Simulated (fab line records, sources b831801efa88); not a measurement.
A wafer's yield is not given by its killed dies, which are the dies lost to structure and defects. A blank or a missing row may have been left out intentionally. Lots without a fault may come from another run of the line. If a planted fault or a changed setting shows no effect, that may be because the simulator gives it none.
fab line records    flow gf180mcu
record: lots: 24  wafers: 72  last-day: 35
route steps=602 shown M3@426 V3@443 M4@457 V4@480 MIM@508
lots with no fault: from the same line, run without faults
start-h: start of the lot's first displayed wafer, in hours after the record's first day    wait-h: time in hours since the lot's previous step    " repeats the value in the row above    L1.1+2: several wafers, shown together as one row    - no value, or no start was given    * or withheld: withheld    < > ~ a bound
route shown NAME@n: a module of which the file shows steps, and the number in the route of the first    usual: mean and standard deviation over wafers with no fault    same: alike in all rows    chamber/n: place in a boat    sites: per-site readings    _std_site: how widely they spread, as a standard deviation    _edge_site: inner sites' mean taken away from outer sites' mean    radius-mm: how far each site lies from the wafer's centre    mask NAME#n: copy n    behind: the most recent tool/chamber to have shaped the wafer    hold: cause of the lot's hold/its duration in hours/its outcome    device: names the non-switching transistor (n, p or np)    end of line: at the end of the route, the tests of the same wafers    a step with no rows: only its recipe    killed: not the wafer's yield, but the dies lost to structure and defects at the first sort    map: a wafer's dies, marking killed ones x, the rest . and places with no die _
set.NAME: setting as actually run; set.NAME@STEP: the setting as run at that earlier step    model.NAME: the simulator's own value behind a step, which no gauge read
route steps across a sampled set of lots; one table per step, one row per wafer
services: when a tool's chamber went out of use (start-h, in hours from the record's first day, below 0 if earlier), for how many hours, and the reason
== steps ==
step: GF_M3_STRIP_17
recipe: chemistry: O2/N2  power-w: 1400  pressure-mtorr: 1500  platen-temp-c: 250  o2-flow-sccm: 3000  n2-flow-sccm: 300  overash-fraction: 0.5
usual: drypump-motor-current-A: 5.8/0.33  heater-power-w: 338/42  o2-flow-sccm: 2998/9.3  oes-product-au: 0.559/0.0054  strip-time-to-endpoint-s: 7.88/0.034
lot.wafer  tool             chamber  start-h  wait-h  drypump-motor-current-A  heater-power-w  o2-flow-sccm  oes-product-au  rf-hours-counter-h  strip-time-to-endpoint-s
L074.1     plasma-asher-04  1        514.65   0.1     5.5                      389             2991          0.562           84                  7.86
L074.2     "                0        "        "       5.6                      350             3015          0.562           84                  7.92
L074.4     "                1        "        "       5.5                      395             2986          0.566           -                   7.90
L075.1     plasma-asher-03  1        519.21   0.2     5.6                      284             2993          0.563           73                  7.93
L075.5     "                0        "        "       6.0                      302             2991          0.564           -                   7.87
L075.6     "                1        "        "       5.6                      277             3006          0.556           -                   7.90
L076.1     plasma-asher-02  0        530.00   0.1     6.5                      390             2991          0.561           45                  7.85
L076.3     "                0        "        "       6.5                      390             3006          0.561           -                   7.88
L076.6     "                0        "        "       6.5                      394             2997          0.566           -                   7.90
L077.2     plasma-asher-02  0        536.77   0.1     6.5                      401             3009          0.560           45                  7.84
L077.3     "                0        "        "       6.5                      390             3003          0.566           -                   7.87
L077.4     "                1        "        "       6.1                      311             2996          0.560           -                   7.88
L078.1     plasma-asher-04  1        544.42   0.1     5.5                      391             2998          0.560           87                  7.93
L078.2     "                0        "        "       5.6                      343             2998          0.553           87                  7.88
L078.3     "                1        "        "       5.4                      393             3013          0.565           -                   7.93
L079.1     plasma-asher-03  0        558.30   0.1     6.0                      299             3009          0.558           77                  7.87
L079.4     "                0        "        "       6.0                      295             3001          0.543           -                   7.84
L079.5     "                0        "        "       6.0                      295             3005          0.556           -                   7.83
L080.1     plasma-asher-03  0        562.76   0.1     6.0                      307             2990          0.560           78                  7.87
L080.3     "                1        "        "       5.6                      283             2996          0.552           -                   7.86
L080.4     "                0        "        "       6.1                      305             3006          0.550           -                   7.81
L081.2     plasma-asher-04  0        570.40   0.1     5.7                      353             2996          0.547           90                  7.89
L081.3     "                1        "        "       5.5                      383             2994          0.557           -                   7.87
L081.5     "                1        "        "       5.5                      398             3017          0.558           -                   7.87
L082.1     plasma-asher-03  1        581.52   0.1     5.6                      289             2984          0.562           80                  7.94
L082.2     "                0        "        "       6.0                      300             2999          0.555           80                  7.91
L082.4     "                1        "        "       5.6                      279             2993          0.561           -                   7.91
L083.1     plasma-asher-02  0        587.51   0.1     6.5                      390             2999          0.559           52                  7.92
L083.5     "                0        "        "       6.5                      403             2999          0.550           -                   7.88
L083.6     "                1        "        "       6.1                      310             3003          0.556           -                   7.89
L084.4     plasma-asher-04  1        590.45   0.1     5.5                      386             2992          0.558           -                   7.83
L084.5     "                1        "        "       5.5                      392             2998          0.555           -                   7.85
L084.6     "                0        "        "       5.7                      338             3009          0.559           -                   7.90
L085.1     plasma-asher-04  0        606.05   0.1     5.6                      339             2997          0.565           93                  7.86
L085.2     "                1        "        "       5.5                      389             2985          0.558           93                  7.89
L085.6     "                0        "        "       5.7                      346             2985          0.561           -                   7.85
L086.3     plasma-asher-04  1        612.35   0.1     5.5                      383             2991          0.554           -                   7.88
L086.4     "                0        "        "       5.7                      335             2981          0.562           -                   7.94
L086.6     "                1        "        "       5.5                      394             2998          0.555           -                   7.90
L087.1     plasma-asher-04  0        618.25   0.1     5.6                      348             2999          0.550           95                  7.85
L087.4     "                0        "        "       5.7                      352             3005          0.551           -                   7.87
L087.6     "                0        "        "       5.6                      350             2991          0.559           -                   7.85
L088.2     plasma-asher-03  1        624.86   0.1     5.6                      281             2995          0.560           85                  7.85
L088.4     "                1        "        "       5.6                      287             3009          0.552           -                   7.87
L088.6     "                1        "        "       5.6                      284             3010          0.554           -                   7.85
L089.2     plasma-asher-02  0        633.46   0.1     6.6                      399             3007          0.557           56                  7.86
L089.3     "                1        "        "       6.1                      302             3004          0.549           -                   7.85
L089.4     "                0        "        "       6.5                      399             2992          0.563           -                   7.84
L090.3     plasma-asher-04  0        639.03   0.1     5.7                      355             3009          0.558           -                   7.85
L090.4     "                1        "        "       5.4                      380             3009          0.560           -                   7.95
L090.5     "                1        "        "       5.5                      377             3013          0.560           -                   7.86
L091.1     plasma-asher-03  0        645.41   0.2     6.1                      299             3008          0.555           86                  7.89
L091.5     "                1        "        "       5.6                      277             2994          0.560           -                   7.88
L091.6     "                0        "        "       6.0                      307             3002          0.564           -                   7.92
L092.1     plasma-asher-03  1        653.57   0.1     5.6                      288             3005          0.557           87                  7.88
L092.2     "                0        "        "       6.0                      301             3003          0.552           87                  7.86
L092.5     "                1        "        "       5.6                      275             2998          0.552           -                   7.85
L093.2     plasma-asher-04  0        659.91   0.1     5.7                      339             2996          0.551           99                  7.83
L093.4     "                1        "        "       5.5                      384             2994          0.563           -                   7.85
L093.6     "                1        "        "       5.5                      388             2985          0.559           -                   7.82
L094.1     plasma-asher-04  0        662.54   0.1     5.7                      355             3008          0.550           99                  7.91
L094.5     "                0        "        "       5.7                      340             2992          0.557           -                   7.86
L094.6     "                1        "        "       5.5                      386             2980          0.550           -                   7.83
L095.1     plasma-asher-02  1        669.10   0.1     6.1                      306             2989          0.562           60                  7.95
L095.3     "                0        "        "       6.5                      394             2998          0.562           -                   7.95
L095.4     "                1        "        "       6.1                      314             2970          0.560           -                   7.96
L096.1     plasma-asher-03  0        677.59   0.1     6.1                      304             2995          0.553           90                  7.90
L096.5     "                0        "        "       6.0                      305             3006          0.561           -                   7.91
L096.6     "                1        "        "       5.6                      278             2997          0.565           -                   7.91
L097.1     plasma-asher-04  1        684.17   0.1     5.5                      386             2995          0.564           102                 7.84
L097.2     "                0        "        "       5.7                      327             2989          0.564           102                 7.90
L097.4     "                1        "        "       5.5                      384             3000          0.547           -                   7.86
step: GF_V3_CD_MEAS_14
recipe: target-cd-nm: 260
usual: cd-nm: 260.4/1
lot.wafer  tool       chamber  start-h  wait-h  cd-nm
L074.1     cd-sem-02  -        539.63   0.1     259.4
L074.2     "          -        "        "       259.0
L074.4     "          -        "        "       259.3
L075.1     cd-sem-01  -        543.73   0.1     259.9
L075.5     "          -        "        "       260.1
L075.6     "          -        "        "       259.9
L076.1     cd-sem-01  -        554.44   0.1     259.3
L076.3     "          -        "        "       259.3
L076.6     "          -        "        "       258.9
L077.2     cd-sem-01  -        561.41   0.1     261.4
L077.3     "          -        "        "       261.0
L077.4     "          -        "        "       260.1
L078.1     cd-sem-02  -        568.10   0.1     259.5
L078.2     "          -        "        "       260.5
L078.3     "          -        "        "       259.8
L079.1     cd-sem-01  -        581.60   0.1     261.6
L079.4     "          -        "        "       260.6
L079.5     "          -        "        "       259.8
L080.1     cd-sem-02  -        585.95   0.1     261.7
L080.3     "          -        "        "       260.6
L080.4     "          -        "        "       261.7
L081.2     cd-sem-01  -        593.77   0.1     259.1
L081.3     "          -        "        "       260.9
L081.5     "          -        "        "       259.6
L082.1     cd-sem-02  -        604.08   0.1     261.9
L082.2     "          -        "        "       260.9
L082.4     "          -        "        "       261.9
L083.1     cd-sem-01  -        610.35   0.1     261.0
L083.5     "          -        "        "       259.7
L083.6     "          -        "        "       260.5
L084.4     cd-sem-02  -        613.76   0.1     260.4
L084.5     "          -        "        "       259.8
L084.6     "          -        "        "       258.7
L085.1     cd-sem-01  -        627.04   0.1     259.0
L085.2     "          -        "        "       259.6
L085.6     "          -        "        "       259.8
L086.3     cd-sem-02  -        633.97   0.1     261.2
L086.4     "          -        "        "       262.2
L086.6     "          -        "        "       261.4
L087.1     cd-sem-02  -        639.08   0.1     259.9
L087.4     "          -        "        "       260.0
L087.6     "          -        "        "       259.0
L088.2     cd-sem-02  -        646.45   0.1     260.4
L088.4     "          -        "        "       260.8
L088.6     "          -        "        "       261.2
L089.2     cd-sem-01  -        655.02   0.1     261.3
L089.3     "          -        "        "       260.0
L089.4     "          -        "        "       260.7
L090.3     cd-sem-02  -        660.77   0.1     259.9
L090.4     "          -        "        "       260.2
L090.5     "          -        "        "       261.8
L091.1     cd-sem-02  -        666.20   0.1     262.9
L091.5     "          -        "        "       262.7
L091.6     "          -        "        "       260.8
L092.1     cd-sem-01  -        674.34   0.1     262.2
L092.2     "          -        "        "       263.0
L092.5     "          -        "        "       261.6
L093.2     cd-sem-02  -        681.26   0.1     261.5
L093.4     "          -        "        "       260.7
L093.6     "          -        "        "       259.5
L094.1     cd-sem-01  -        684.08   0.1     260.5
L094.5     "          -        "        "       260.3
L094.6     "          -        "        "       259.1
L095.1     cd-sem-02  -        690.34   0.1     258.6
L095.3     "          -        "        "       258.5
L095.4     "          -        "        "       258.6
L096.1     cd-sem-01  -        697.70   0.1     259.8
L096.5     "          -        "        "       261.8
L096.6     "          -        "        "       259.6
L097.1     cd-sem-01  -        704.15   0.1     259.9
L097.2     "          -        "        "       261.1
L097.4     "          -        "        "       261.5
step: GF_V3_RS_MEAS_24
recipe: thk-meas-gauge: four-point-probe  reads: W_of_V3_CVD_23+TiN_of_V3_SPUTTER_22+Ti_of_V3_SPUTTER_21
usual: V3_W_RS: 0.331/0.0032
lot.wafer  tool           chamber  start-h  wait-h  V3_W_RS[ohm/sq]
L074.1     film-metro-04  -        540.66   0.1     0.333
L074.2     "              -        "        "       0.334
L074.4     "              -        "        "       0.332
L075.1     film-metro-04  -        544.87   0.2     0.334
L075.5     "              -        "        "       0.332
L075.6     "              -        "        "       0.330
L076.1     film-metro-04  -        555.47   0.1     0.330
L076.3     "              -        "        "       0.330
L076.6     "              -        "        "       0.331
L077.2     film-metro-03  -        562.59   0.2     0.331
L077.3     "              -        "        "       0.335
L077.4     "              -        "        "       0.336
L078.1     film-metro-03  -        569.25   0.2     0.333
L078.2     "              -        "        "       0.333
L078.3     "              -        "        "       0.334
L079.1     film-metro-04  -        582.63   0.1     0.328
L079.4     "              -        "        "       0.335
L079.5     "              -        "        "       0.334
L080.1     film-metro-03  -        586.98   0.1     0.324
L080.3     "              -        "        "       0.326
L080.4     "              -        "        "       0.328
L081.2     film-metro-01  -        594.80   0.1     0.330
L081.3     "              -        "        "       0.328
L081.5     "              -        "        "       0.328
L082.1     film-metro-04  -        605.14   0.1     0.328
L082.2     "              -        "        "       0.328
L082.4     "              -        "        "       0.328
L083.1     film-metro-03  -        611.38   0.1     0.328
L083.5     "              -        "        "       0.328
L083.6     "              -        "        "       0.334
L084.4     film-metro-03  -        614.82   0.1     0.329
L084.5     "              -        "        "       0.329
L084.6     "              -        "        "       0.327
L085.1     film-metro-03  -        628.07   0.1     0.333
L085.2     "              -        "        "       0.330
L085.6     "              -        "        "       0.330
L086.3     film-metro-04  -        635.07   0.1     0.331
L086.4     "              -        "        "       0.328
L086.6     "              -        "        "       0.334
L087.1     film-metro-03  -        640.15   0.1     0.335
L087.4     "              -        "        "       0.334
L087.6     "              -        "        "       0.334
L088.2     film-metro-01  -        647.51   0.1     0.328
L088.4     "              -        "        "       0.326
L088.6     "              -        "        "       0.331
L089.2     film-metro-04  -        656.06   0.1     0.334
L089.3     "              -        "        "       0.337
L089.4     "              -        "        "       0.340
L090.3     film-metro-04  -        661.80   0.1     0.330
L090.4     "              -        "        "       0.331
L090.5     "              -        "        "       0.331
L091.1     film-metro-01  -        667.23   0.1     0.331
L091.5     "              -        "        "       0.327
L091.6     "              -        "        "       0.328
L092.1     film-metro-03  -        675.38   0.1     0.334
L092.2     "              -        "        "       0.332
L092.5     "              -        "        "       0.333
L093.2     film-metro-03  -        682.38   0.1     0.336
L093.4     "              -        "        "       0.333
L093.6     "              -        "        "       0.336
L094.1     film-metro-03  -        685.26   0.1     0.333
L094.5     "              -        "        "       0.332
L094.6     "              -        "        "       0.334
L095.1     film-metro-03  -        691.37   0.1     0.332
L095.3     "              -        "        "       0.333
L095.4     "              -        "        "       0.330
L096.1     film-metro-01  -        698.75   0.1     0.331
L096.5     "              -        "        "       0.327
L096.6     "              -        "        "       0.327
L097.1     film-metro-04  -        705.18   0.1     0.329
L097.2     "              -        "        "       0.331
L097.4     "              -        "        "       0.330
step: GF_M4_SPUTTER_01
recipe: material: TiN  target-thk-nm: 30  power-w: 6500  time-s: 25  chamber-pressure-pa: 0.4
usual: cathode-dc-power-W: 6500.1/1.3  throttle-valve-pct: 29.8/0.75
lot.wafer  tool            chamber  start-h  wait-h  cathode-dc-power-W  throttle-valve-pct
L074.1     pvd-sputter-01  -        541.24   0.1     6500.9              30.5
L074.2     "               -        "        "       6500.7              29.7
L074.4     "               -        "        "       6501.1              29.0
L075.1     pvd-sputter-02  -        545.45   0.1     6498.7              30.1
L075.5     "               -        "        "       6499.3              30.6
L075.6     "               -        "        "       6498.0              30.1
L076.1     pvd-sputter-04  -        556.05   0.1     6501.1              29.7
L076.3     "               -        "        "       6498.8              29.7
L076.6     "               -        "        "       6499.2              29.7
L077.2     pvd-sputter-02  -        563.15   0.1     6500.6              28.9
L077.3     "               -        "        "       6499.6              29.9
L077.4     "               -        "        "       6500.3              30.9
L078.1     pvd-sputter-01  -        569.83   0.1     6502.4              30.5
L078.2     "               -        "        "       6501.8              29.0
L078.3     "               -        "        "       6499.0              30.6
L079.1     pvd-sputter-01  -        583.21   0.1     6498.8              30.7
L079.4     "               -        "        "       6499.3              29.4
L079.5     "               -        "        "       6499.4              29.2
L080.1     pvd-sputter-02  -        587.56   0.1     6499.2              28.9
L080.3     "               -        "        "       6499.3              29.0
L080.4     "               -        "        "       6498.2              30.0
L081.2     pvd-sputter-01  -        595.36   0.1     6500.8              29.6
L081.3     "               -        "        "       6501.1              30.6
L081.5     "               -        "        "       6500.2              29.5
L082.1     pvd-sputter-02  -        605.72   0.1     6501.2              30.2
L082.2     "               -        "        "       6498.8              29.0
L082.4     "               -        "        "       6499.3              30.4
L083.1     pvd-sputter-01  -        611.96   0.1     6501.2              29.5
L083.5     "               -        "        "       6500.7              30.7
L083.6     "               -        "        "       6503.1              28.8
L084.4     pvd-sputter-01  -        615.37   0.1     6499.6              30.5
L084.5     "               -        "        "       6498.6              29.6
L084.6     "               -        "        "       6501.3              30.5
L085.1     pvd-sputter-02  -        628.65   0.1     6498.8              29.1
L085.2     "               -        "        "       6498.0              29.7
L085.6     "               -        "        "       6499.9              29.6
L086.3     pvd-sputter-02  -        635.61   0.1     6500.4              28.9
L086.4     "               -        "        "       6499.2              29.1
L086.6     "               -        "        "       6501.3              30.1
L087.1     pvd-sputter-02  -        640.73   0.1     6497.5              28.7
L087.4     "               -        "        "       6500.5              28.9
L087.6     "               -        "        "       6501.0              30.0
L088.2     pvd-sputter-01  -        648.13   0.1     6500.5              29.5
L088.4     "               -        "        "       6500.0              30.6
L088.6     "               -        "        "       6498.8              30.5
L089.2     pvd-sputter-02  -        656.62   0.1     6500.9              29.8
L089.3     "               -        "        "       6501.2              29.3
L089.4     "               -        "        "       6498.0              29.1
L090.3     pvd-sputter-01  -        662.34   0.1     6500.0              30.4
L090.4     "               -        "        "       6501.3              28.9
L090.5     "               -        "        "       6498.2              30.8
L091.1     pvd-sputter-04  -        667.81   0.1     6499.8              29.7
L091.5     "               -        "        "       6498.4              31.6
L091.6     "               -        "        "       6499.0              29.5
L092.1     pvd-sputter-01  -        675.96   0.1     6502.1              30.7
L092.2     "               -        "        "       6501.8              30.7
L092.5     "               -        "        "       6497.3              28.9
L093.2     pvd-sputter-01  -        682.94   0.1     6502.4              30.7
L093.4     "               -        "        "       6499.7              29.6
L093.6     "               -        "        "       6501.9              28.8
L094.1     pvd-sputter-01  -        685.84   0.1     6499.1              29.3
L094.5     "               -        "        "       6502.2              29.0
L094.6     "               -        "        "       6497.8              30.7
L095.1     pvd-sputter-02  -        691.95   0.1     6503.4              29.0
L095.3     "               -        "        "       6499.2              30.1
L095.4     "               -        "        "       6500.3              30.8
L096.1     pvd-sputter-01  -        699.33   0.1     6501.5              30.4
L096.5     "               -        "        "       6501.7              30.7
L096.6     "               -        "        "       6498.7              29.1
L097.1     pvd-sputter-01  -        705.76   0.1     6500.0              29.5
L097.2     "               -        "        "       6498.0              28.9
L097.4     "               -        "        "       6499.7              30.4
step: GF_V4_CMP_04
recipe: material: SiO2  down-force-psi: 4  platen-rpm: 60  pad-velocity-m-s: 0.94248
usual: motor-current-A: 12.6/0.98  platen-rpm: 60.00/0.039  time-to-endpoint-s: 78/5.1
lot.wafer  tool    chamber  start-h  wait-h  motor-current-A  platen-rpm  time-to-endpoint-s
L074.1     cmp-01  0        565.14   0.1     12.2             60.05       81
L074.2     "       1        "        "       14.1             60.02       80
L074.4     "       2        "        "       11.6             59.97       87
L075.1     cmp-02  0        570.13   0.2     13.2             60.00       70
L075.5     "       1        "        "       13.6             59.97       80
L075.6     "       2        "        "       12.4             60.00       72
L076.3     cmp-01  1        579.96   0.0     12.6             60.06       78
L076.1     "       2        "        "       11.0             60.06       83
L076.6     "       1        "        "       13.6             60.02       86
L077.4     cmp-02  0        586.80   0.0     12.6             59.96       70
L077.3     "       1        "        "       13.0             60.01       68
L077.2     "       2        "        "       11.8             59.94       69
L078.1     cmp-02  1        593.63   0.1     13.1             59.99       77
L078.2     "       2        "        "       12.8             59.98       74
L078.3     "       0        "        "       12.8             59.94       77
L079.4     cmp-02  2        605.75   0.1     12.2             59.96       77
L079.1     "       3        "        "       11.9             60.02       75
L079.5     "       2        "        "       11.8             59.93       80
L080.1     cmp-02  3        610.90   0.2     11.4             59.96       70
L080.3     "       0        "        "       12.8             59.97       72
L080.4     "       2        "        "       12.0             59.94       76
L081.2     cmp-02  1        617.96   0.1     13.4             60.02       72
L081.3     "       3        "        "       11.0             59.99       80
L081.5     "       1        "        "       13.1             60.01       78
L082.1     cmp-02  2        627.41   0.1     12.3             59.93       73
L082.2     "       3        "        "       11.3             59.97       80
L082.4     "       1        "        "       13.5             60.01       85
L083.1     cmp-02  3        633.36   0.1     11.8             59.99       85
L083.5     "       1        "        "       13.1             59.98       77
L083.6     "       2        "        "       12.2             60.01       80
L084.4     cmp-01  1        637.23   0.1     12.8             60.03       79
L084.5     "       3        "        "       14.2             60.02       77
L084.6     "       0        "        "       12.2             59.92       79
L085.2     cmp-01  3        649.94   0.0     14.7             59.96       75
L085.1     "       2        "        "       11.1             60.08       82
L085.6     "       0        "        "       13.1             60.06       89
L086.3     cmp-01  3        657.46   0.1     14.4             60.02       76
L086.4     "       0        "        "       12.8             60.00       77
L086.6     "       2        "        "       10.8             59.96       76
L087.4     cmp-01  1        662.70   0.0     12.8             59.99       78
L087.1     "       2        "        "       11.3             60.06       82
L087.6     "       2        "        "       11.7             60.01       80
L088.2     cmp-02  3        669.19   0.1     11.2             59.97       78
L088.4     "       0        "        "       12.8             60.01       82
L088.6     "       3        "        "       11.3             59.91       83
L089.3     cmp-02  1        677.79   0.0     13.0             59.99       71
L089.4     "       2        "        "       12.6             60.10       71
L089.2     "       0        "        "       12.9             59.99       73
L090.4     cmp-01  2        683.25   0.1     11.2             60.00       89
L090.3     "       3        "        "       13.6             60.03       83
L090.5     "       2        "        "       11.3             60.01       87
L091.1     cmp-01  0        688.35   0.2     13.0             60.03       79
L091.5     "       1        "        "       12.9             60.00       82
L091.6     "       2        "        "       11.0             60.00       82
L092.1     cmp-01  3        696.16   0.1     14.3             59.99       81
L092.2     "       1        "        "       13.4             60.04       79
L092.5     "       2        "        "       10.5             59.99       85
L093.2     cmp-02  0        703.35   0.0     13.4             60.04       74
L093.4     "       3        "        "       11.2             60.04       77
L093.6     "       1        "        "       12.9             59.94       81
L094.1     cmp-02  3        707.06   0.1     11.4             60.02       77
L094.5     "       3        "        "       11.2             60.04       85
L094.6     "       0        "        "       12.8             60.00       75
L095.1     cmp-02  2        711.66   0.1     12.3             60.01       71
L095.3     "       3        "        "       10.7             59.95       72
L095.4     "       0        "        "       13.4             60.05       77
L096.1     cmp-02  3        720.04   0.2     12.2             59.98       76
L096.5     "       0        "        "       13.2             60.00       74
L096.6     "       1        "        "       13.5             60.01       76
L097.2     cmp-01  2        725.62   0.1     11.1             60.01       78
L097.4     "       3        "        "       13.5             60.03       81
L097.1     "       0        "        "       12.5             60.06       72
step: GF_MIM_CVD_05
recipe: material: Si3N4  target-thk-nm: 42  temp-max-c: 400  temp-c: 385  time-s: 29.086  rf-w: 450
usual: heater-power-w: 664/65
lot.wafer  tool      chamber  start-h  wait-h  heater-power-w
L074.1     pecvd-01  1        589.77   0.0     781
L074.2     "         2        "        "       683
L074.4     "         2        "        "       712
L075.1     pecvd-01  1        594.06   0.0     739
L075.5     "         1        "        "       706
L075.6     "         0        "        "       675
L076.1     pecvd-04  0        603.48   0.0     561
L076.3     "         1        "        "       579
L076.6     "         0        "        "       580
L077.2     pecvd-04  1        610.82   0.0     650
L077.3     "         2        "        "       606
L077.4     "         1        "        "       644
L078.1     pecvd-01  1        617.03   0.0     795
L078.2     "         0        "        "       601
L078.3     "         2        "        "       710
L079.1     pecvd-01  1        628.36   0.0     757
L079.4     "         2        "        "       605
L079.5     "         1        "        "       755
L080.1     pecvd-01  0        634.39   0.0     569
L080.3     "         2        "        "       641
L080.4     "         2        "        "       643
L081.2     pecvd-04  2        640.06   0.0     561
L081.3     "         1        "        "       661
L081.5     "         0        "        "       692
L082.1     pecvd-04  2        649.86   0.0     599
L082.2     "         1        "        "       644
L082.4     "         2        "        "       607
L083.1     pecvd-01  2        655.43   0.0     691
L083.5     "         1        "        "       810
L083.6     "         2        "        "       688
L084.4     pecvd-04  0        659.98   0.0     599
L084.5     "         1        "        "       624
L084.6     "         2        "        "       656
L085.1     pecvd-04  0        671.95   0.0     619
L085.2     "         2        "        "       634
L085.6     "         0        "        "       626
L086.3     pecvd-01  1        679.44   0.0     784
L086.4     "         0        "        "       615
L086.6     "         1        "        "       775
L087.1     pecvd-01  0        684.30   0.0     602
L087.4     "         1        "        "       824
L087.6     "         2        "        "       693
L088.2     pecvd-04  2        690.33   0.0     691
L088.4     "         1        "        "       628
L088.6     "         2        "        "       690
L089.2     pecvd-01  2        699.20   0.0     629
L089.3     "         1        "        "       768
L089.4     "         1        "        "       780
L090.3     pecvd-04  0        704.42   0.0     677
L090.4     "         0        "        "       653
L090.5     "         2        "        "       662
L091.1     pecvd-04  2        709.31   0.0     655
L091.5     "         1        "        "       672
L091.6     "         0        "        "       646
L092.1     pecvd-03  0        717.48   0.0     671
L092.2     "         1        "        "       602
L092.5     "         1        "        "       606
L093.2     pecvd-01  1        724.32   0.0     791
L093.4     "         0        "        "       603
L093.6     "         2        "        "       702
L094.1     pecvd-01  1        727.45   0.0     783
L094.5     "         1        "        "       776
L094.6     "         0        "        "       686
L095.1     pecvd-04  1        732.06   0.0     614
L095.3     "         0        "        "       571
L095.4     "         1        "        "       627
L096.1     pecvd-04  0        740.25   0.0     605
L096.5     "         0        "        "       596
L096.6     "         1        "        "       687
L097.1     pecvd-01  0        745.62   0.0     665
L097.2     "         1        "        "       755
L097.4     "         1        "        "       747
== services ==
tool             chamber  start-h  hours  kind
pecvd-04         1        491.58   14.4   repair
plasma-asher-04  -        494.53   2.8    pm
pvd-sputter-01   -        553.56   1.0    repair
cmp-01           -        572.00   4.0    pm
cmp-01           -        574.42   0.3    repair
cmp-01           -        600.84   15.3   pm
pecvd-04         0        605.47   28.9   repair
cmp-01           -        636.91   0.2    repair
cmp-01           -        642.12   2.9    repair
pvd-sputter-02   -        645.18   3.2    repair
cmp-02           -        657.38   1.3    repair
cmp-02           -        663.98   0.4    repair
cmp-02           -        691.98   1.1    repair
plasma-asher-04  -        705.05   15.6   pm
cmp-01           -        705.58   3.6    pm
pecvd-04         1        713.25   18.0   repair
cmp-02           -        724.10   4.9    pm
pecvd-04         2        726.49   6.7    repair
plasma-asher-04  -        733.75   9.0    pm
pvd-sputter-01   -        740.77   19.2   repair
pecvd-01         0        741.14   3.9    repair
cmp-01           -        741.59   0.8    repair
cmp-02           -        744.14   4.0    pm
pecvd-04         -        745.25   5.5    pm
== key ==
fault none
